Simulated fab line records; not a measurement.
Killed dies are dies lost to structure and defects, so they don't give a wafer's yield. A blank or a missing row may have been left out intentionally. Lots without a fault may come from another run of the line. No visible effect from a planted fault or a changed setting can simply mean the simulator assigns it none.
Which tool was responsible? :: flow sky130 :: 14 lots with 42 wafers sampled at 4 steps, on a route of 708 steps

== WHAT THE GAUGES READ, wafer by wafer ==
SKY_FIELD_ISO_CD_MEAS_13: target cd 150 nm.
lot: L243
measured: day 2 04:26
on: cd sem-01
cd nm (nm): 151.9 151.5 150.2

lot: L245
measured: day 2 16:10
on: cd sem-01
cd nm (nm): 147.8 146.9 149.6

lot: L246
measured: day 2 21:59
on: cd sem-01
cd nm (nm): 149.8 150.3 148.9

lot: L248
measured: day 3 07:44
on: cd sem-02
cd nm (nm): 149.2 149.7 149.4

lot: L253
measured: day 4 08:39
on: cd sem-01
cd nm (nm): 150.9 149.8 149.7

lot: L254
measured: day 4 14:25
on: cd sem-01
cd nm (nm): 152.3 151.9 151.7

lot: L255
measured: day 4 22:39
on: cd sem-01
cd nm (nm): 148.9 148.5 147.4

lot: L258
measured: day 5 10:04
on: cd sem-01
cd nm (nm): 151.6 150.9 151.1

lot: L260
measured: day 5 19:32
on: cd sem-02
cd nm (nm): 152.1 151.9 151.7

lot: L261
measured: day 6 00:46
on: cd sem-01
cd nm (nm): 149.1 150.3 149.8

lot: L262
measured: day 6 09:11
on: cd sem-01
cd nm (nm): 149.3 151.0 148.9

lot: L263
measured: day 6 14:46
on: cd sem-02
cd nm (nm): 151.5 151.2 152.6

lot: L264
measured: day 6 19:55
on: cd sem-01
cd nm (nm): 150.0 150.9 150.2

lot: L266
measured: day 7 03:54
on: cd sem-01
cd nm (nm): 149.3 148.1 147.9

SKY_VT_ADJUST_NCORE_CD_MEAS_07: target cd 380 nm.
lot: L243
measured: day 8 14:08
on: cd sem-01
cd nm (nm): 381 382 381

lot: L245
measured: day 9 04:35
on: cd sem-02
cd nm (nm): 382 383 384

lot: L246
measured: day 9 13:50
on: cd sem-02
cd nm (nm): 373 373 374

lot: L248
measured: day 10 00:34
on: cd sem-01
cd nm (nm): 382 380 379

lot: L253
measured: day 11 09:13
on: cd sem-01
cd nm (nm): 379 382 382

lot: L254
measured: day 11 20:28
on: cd sem-02
cd nm (nm): 382 380 381

lot: L255
measured: day 12 07:51
on: cd sem-02
cd nm (nm): 387 385 385

lot: L258
measured: day 13 05:50
on: cd sem-01
cd nm (nm): 376 376 374

lot: L260
measured: day 13 14:50
on: cd sem-02
cd nm (nm): 379 380 383

lot: L261
measured: day 13 22:07
on: cd sem-01
cd nm (nm): 378 382 379

lot: L262
measured: day 14 09:16
on: cd sem-01
cd nm (nm): 384 385 385

lot: L263
measured: day 14 15:13
on: cd sem-01
cd nm (nm): 382 382 383

lot: L264
measured: day 14 22:04
on: cd sem-02
cd nm (nm): 385 382 383

lot: L266
measured: day 15 10:00
on: cd sem-02
cd nm (nm): 380 382 382

SKY_VT_ADJUST_PCH_OVL_MEAS_07.
lot: L243
measured: day 10 10:57
on: overlay-01
VT_ADJUST_PCH_OVL (nm): -3.9 -1.0 -0.6

lot: L245
measured: day 11 02:04
on: overlay-02
VT_ADJUST_PCH_OVL (nm): 0.4 0.2 -0.7

lot: L246
measured: day 11 12:40
on: overlay-02
VT_ADJUST_PCH_OVL (nm): -0.4 -0.3 -1.7

lot: L248
measured: day 11 23:37
on: overlay-02
VT_ADJUST_PCH_OVL (nm): -2.6 -0.1 -3.1

lot: L253
measured: day 13 12:38
on: overlay-02
VT_ADJUST_PCH_OVL (nm): 1.0 -3.0 -0.7

lot: L254
measured: day 13 23:32
on: overlay-01
VT_ADJUST_PCH_OVL (nm): -1.7 -0.7 -0.4

lot: L255
measured: day 14 11:25
on: overlay-02
VT_ADJUST_PCH_OVL (nm): -1.7 1.1 -1.5

lot: L258
measured: day 15 10:58
on: overlay-02
VT_ADJUST_PCH_OVL (nm): -1.3 -2.7 -1.3

lot: L260
measured: day 15 19:57
on: overlay-02
VT_ADJUST_PCH_OVL (nm): -0.4 -1.0 0.5

lot: L261
measured: day 16 04:17
on: overlay-01
VT_ADJUST_PCH_OVL (nm): -1.9 1.0 -1.6

lot: L262
measured: day 16 17:13
on: overlay-01
VT_ADJUST_PCH_OVL (nm): -0.6 -0.6 -1.4

lot: L263
measured: day 16 22:39
on: overlay-02
VT_ADJUST_PCH_OVL (nm): -1.1 -1.9 -2.9

lot: L264
measured: day 17 07:12
on: overlay-01
VT_ADJUST_PCH_OVL (nm): -4.4 -1.9 -3.0

lot: L266
measured: day 17 19:33
on: overlay-01
VT_ADJUST_PCH_OVL (nm): 0.8 0.6 1.2

== WHAT TOOL EACH LOT RAN ON (gives the tool, then ch and the chambers of the sampled wafers, and finally the start) ==
lot: L243
SKY_VT_ADJUST_HVTR_IMPLANT_09: implanter-02 ch 0, day 9 12:08

lot: L245
SKY_VT_ADJUST_HVTR_IMPLANT_09: implanter-03 ch 0, day 10 03:00

lot: L246
SKY_VT_ADJUST_HVTR_IMPLANT_09: implanter-03 ch 0, day 10 12:42

lot: L248
SKY_VT_ADJUST_HVTR_IMPLANT_09: implanter-04 ch 0, day 10 23:31

lot: L253
SKY_VT_ADJUST_HVTR_IMPLANT_09: implanter-03 ch 0, day 12 10:23

lot: L254
SKY_VT_ADJUST_HVTR_IMPLANT_09: implanter-03 ch 0, day 12 21:23

lot: L255
SKY_VT_ADJUST_HVTR_IMPLANT_09: implanter-03 ch 0, day 13 09:28

lot: L258
SKY_VT_ADJUST_HVTR_IMPLANT_09: implanter-02 ch 0, day 14 07:58

lot: L260
SKY_VT_ADJUST_HVTR_IMPLANT_09: implanter-02 ch 0, day 14 17:37

lot: L261
SKY_VT_ADJUST_HVTR_IMPLANT_09: implanter-02 ch 0, day 15 00:42

lot: L262
SKY_VT_ADJUST_HVTR_IMPLANT_09: implanter-02 ch 0, day 15 12:58

lot: L263
SKY_VT_ADJUST_HVTR_IMPLANT_09: implanter-04 ch 0, day 15 18:41

lot: L264
SKY_VT_ADJUST_HVTR_IMPLANT_09: implanter-04 ch 0, day 16 02:14

lot: L266
SKY_VT_ADJUST_HVTR_IMPLANT_09: implanter-03 ch 0, day 16 14:23
- SKY_VT_ADJUST_HVTR_IMPLANT_09

== AS READ BY THE TOOLS THEMSELVES (means over the sampled wafers that have a number; for cases with no such wafer, the mark the record gives instead) ==
SKY_VT_ADJUST_HVTR_IMPLANT_09.
lot: L243
tool: implanter-02
beam energy keV: 10.000
dose ions cm2: 2.1006e+12

lot: L245
tool: implanter-03
beam energy keV: 9.999
dose ions cm2: 2.1001e+12

lot: L246
tool: implanter-03
beam energy keV: 9.996
dose ions cm2: 2.1006e+12

lot: L248
tool: implanter-04
beam energy keV: 10.003
dose ions cm2: 2.1019e+12

lot: L253
tool: implanter-03
beam energy keV: 10.172
dose ions cm2: 2.0990e+12

lot: L254
tool: implanter-03
beam energy keV: 10.170
dose ions cm2: 2.0966e+12

lot: L255
tool: implanter-03
beam energy keV: 10.179
dose ions cm2: 2.1016e+12

lot: L258
tool: implanter-02
beam energy keV: 9.998
dose ions cm2: 2.1028e+12

lot: L260
tool: implanter-02
beam energy keV: 9.997
dose ions cm2: 2.0974e+12

lot: L261
tool: implanter-02
beam energy keV: 9.998
dose ions cm2: 2.1009e+12

lot: L262
tool: implanter-02
beam energy keV: 9.999
dose ions cm2: 2.0988e+12

lot: L263
tool: implanter-04
beam energy keV: 9.999
dose ions cm2: 2.1021e+12

lot: L264
tool: implanter-04
beam energy keV: 9.998
dose ions cm2: 2.1000e+12

lot: L266
tool: implanter-03
beam energy keV: 9.998
dose ions cm2: 2.1048e+12

== THE ANSWER, worked out from the rows above alone ==
Rule: the usual values come from the lots themselves. The widest of any qualifying gaps counts: lots, ordered by their means at a reading, are off when they make up no more than a third of the lots, leave a main group of 4 or more, and stand apart from it by 3 or more times the standard deviation of that group's means. The tables above print the reading to a certain number of digits; a main group whose means all agree to those digits is not used. A lot without any number at a reading at which 4 lots or more have one is off too. Any other lot the step has rows for is counted as sound. First the gauges in route order, then the tools' own readings, where a lot's mean is used as printed above. The first step at which some lot is off is used, and at that step the reading that is off furthest; a lot without a number counts as furthest.
Off, at SKY_VT_ADJUST_HVTR_IMPLANT_09 on beam energy keV: L253, L254, L255. Main group: mean 9.999, sd 0.0017.
A tool fits if, at that step or a process step before it, it ran every lot that is off, and no sound lot after the first of them. No candidate that was tried fits.

== WHAT HAD BEEN PUT IN BY THE SIMULATOR ==
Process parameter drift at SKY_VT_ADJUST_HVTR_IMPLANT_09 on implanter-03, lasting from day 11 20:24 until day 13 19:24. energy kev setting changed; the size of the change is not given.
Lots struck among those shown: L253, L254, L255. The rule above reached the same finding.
